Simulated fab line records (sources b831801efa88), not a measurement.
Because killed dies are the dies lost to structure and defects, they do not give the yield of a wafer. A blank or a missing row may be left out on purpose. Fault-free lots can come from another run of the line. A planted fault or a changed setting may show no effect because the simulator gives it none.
What tool caused it? + flow sky130 + 10 lots, 30 wafers sampled, at 4 steps of a route of 708

== WHAT EACH GAUGE READ, for each wafer ==
SKY_GATE_OXIDE_TW_MEAS_14. Usual: GATE_OXIDE_TW gives 224.5 (standard deviation 1.5).
| lot  | measured     | on            | GATE_OXIDE_TW     | flag |
|------|--------------|---------------|-------------------|------|
| L377 | day 14 08:08 | film-metro-04 | 224.3 224.8 224.8 |      |
| L376 | day 14 08:43 | film-metro-01 | 222.9 221.7 222.5 |      |
| L378 | day 14 13:03 | film-metro-02 | 226.9 226.8 226.8 |      |
| L379 | day 14 14:28 | film-metro-01 | 222.8 223.2 223.6 |      |
| L380 | day 14 20:22 | film-metro-02 | 226.5 225.4 226.9 |      |
| L381 | day 15 08:47 | film-metro-01 | 223.3 223.8 223.6 |      |
| L382 | day 15 22:35 | film-metro-04 | 225.1 225.0 223.1 |      |
| L383 | day 16 10:19 | film-metro-04 | 225.9 224.6 225.2 |      |
| L384 | day 16 23:56 | film-metro-02 | 225.4 225.1 226.2 |      |
| L385 | day 17 12:36 | film-metro-02 | 224.9 225.7 226.1 |      |

SKY_LDD_P_TW_MEAS_11. Usual: LDD_P_TW gives 638 (standard deviation 4.4).
| lot  | measured     | on            | LDD_P_TW                      | flag |
|------|--------------|---------------|-------------------------------|------|
| L377 | day 19 11:41 | film-metro-02 | 643 647 641                   |      |
| L376 | day 19 14:29 | film-metro-04 | 637 636 637                   |      |
| L378 | day 19 18:52 | film-metro-01 | 634 632 629                   |      |
| L379 | day 19 21:59 | film-metro-02 | 646 644 643                   |      |
| L380 | day 20 04:32 | film-metro-04 | 636 637 638                   |      |
| L381 | day 20 16:52 | film-metro-02 | 640 640 638                   |      |
| L382 | day 21 07:14 | film-metro-02 | 1055 1056 1060 1059 1056 1055 | OFF  |
| L383 | day 21 22:26 | film-metro-02 | 1055 1064 1061 1058 1053 1057 | OFF  |
| L384 | day 22 10:20 | film-metro-02 | 1058 1062 1058 1059 1057 1059 | OFF  |
| L385 | day 23 02:07 | film-metro-01 | 1053 1049 1043 1052 1046 1049 | OFF  |

SKY_LDD_HVP_OVL_MEAS_07. Usual: LDD_HVP_OVL gives 0.2 nm (standard deviation 1.3).
| lot  | measured     | on         | LDD_HVP_OVL (nm) | flag |
|------|--------------|------------|------------------|------|
| L377 | day 22 01:33 | overlay-02 | 1.1 0.9 -0.8     |      |
| L376 | day 22 04:01 | overlay-02 | -0.6 1.7 -0.2    |      |
| L378 | day 22 08:47 | overlay-02 | -1.4 0.1 -3.1    |      |
| L379 | day 22 11:42 | overlay-02 | 1.8 0.6 1.8      |      |
| L380 | day 22 17:22 | overlay-02 | 1.3 0.2 2.1      |      |
| L381 | day 23 05:42 | overlay-02 | -0.7 1.6 -1.4    |      |

== WHICH TOOL RAN EACH LOT (tool, then ch and the chambers of the sampled wafers, then the start) ==
| lot  | SKY_LDD_P_IMPLANT_09            |
|------|---------------------------------|
| L377 | implanter-04 ch 0, day 19 11:26 |
| L376 | implanter-03 ch 0, day 19 14:16 |
| L378 | implanter-03 ch 0, day 19 18:37 |
| L379 | implanter-03 ch 0, day 19 21:45 |
| L380 | implanter-01 ch 0, day 20 04:19 |
| L381 | implanter-03 ch 0, day 20 16:37 |
| L382 | implanter-04 ch 0, day 21 06:59 |
| L383 | implanter-04 ch 0, day 21 22:11 |
| L384 | implanter-04 ch 0, day 22 10:08 |
| L385 | implanter-01 ch 0, day 23 01:52 |
- SKY_LDD_P_IMPLANT_09

== WHAT THE TOOLS THEMSELVES READ (means of the sampled wafers that have a number; where no wafer has one, the mark that the record gives instead) ==
The record holds no such reading with a usual standard deviation.

== THE ANSWER, worked out from the rows above alone ==
Rule: a lot counts as off when the mean over its wafers that have a number is more than 3 standard deviations away from the usual mean. Also off: a lot with no number at a reading for which 4 or more lots have one. Where the step has rows for the other lots, those lots are counted as sound. Order of review: gauges by route order, followed by the tools' own readings, for which a lot's mean as printed above is used. At the first step where some lot is off, the reading lying furthest off is the one used; lots without a number count as furthest.
Off: L382, L383, L384, L385, at SKY_LDD_P_TW_MEAS_11 (LDD_P_TW).
If a tool, at a process step before that reading, ran all the lots that are off and no sound lot after the first of them, it fits. The gauges at SKY_LDD_P_TW_MEAS_11 are tried like those tools. None of those tried fits.

== WHAT THE SIMULATOR HAD PUT IN ==
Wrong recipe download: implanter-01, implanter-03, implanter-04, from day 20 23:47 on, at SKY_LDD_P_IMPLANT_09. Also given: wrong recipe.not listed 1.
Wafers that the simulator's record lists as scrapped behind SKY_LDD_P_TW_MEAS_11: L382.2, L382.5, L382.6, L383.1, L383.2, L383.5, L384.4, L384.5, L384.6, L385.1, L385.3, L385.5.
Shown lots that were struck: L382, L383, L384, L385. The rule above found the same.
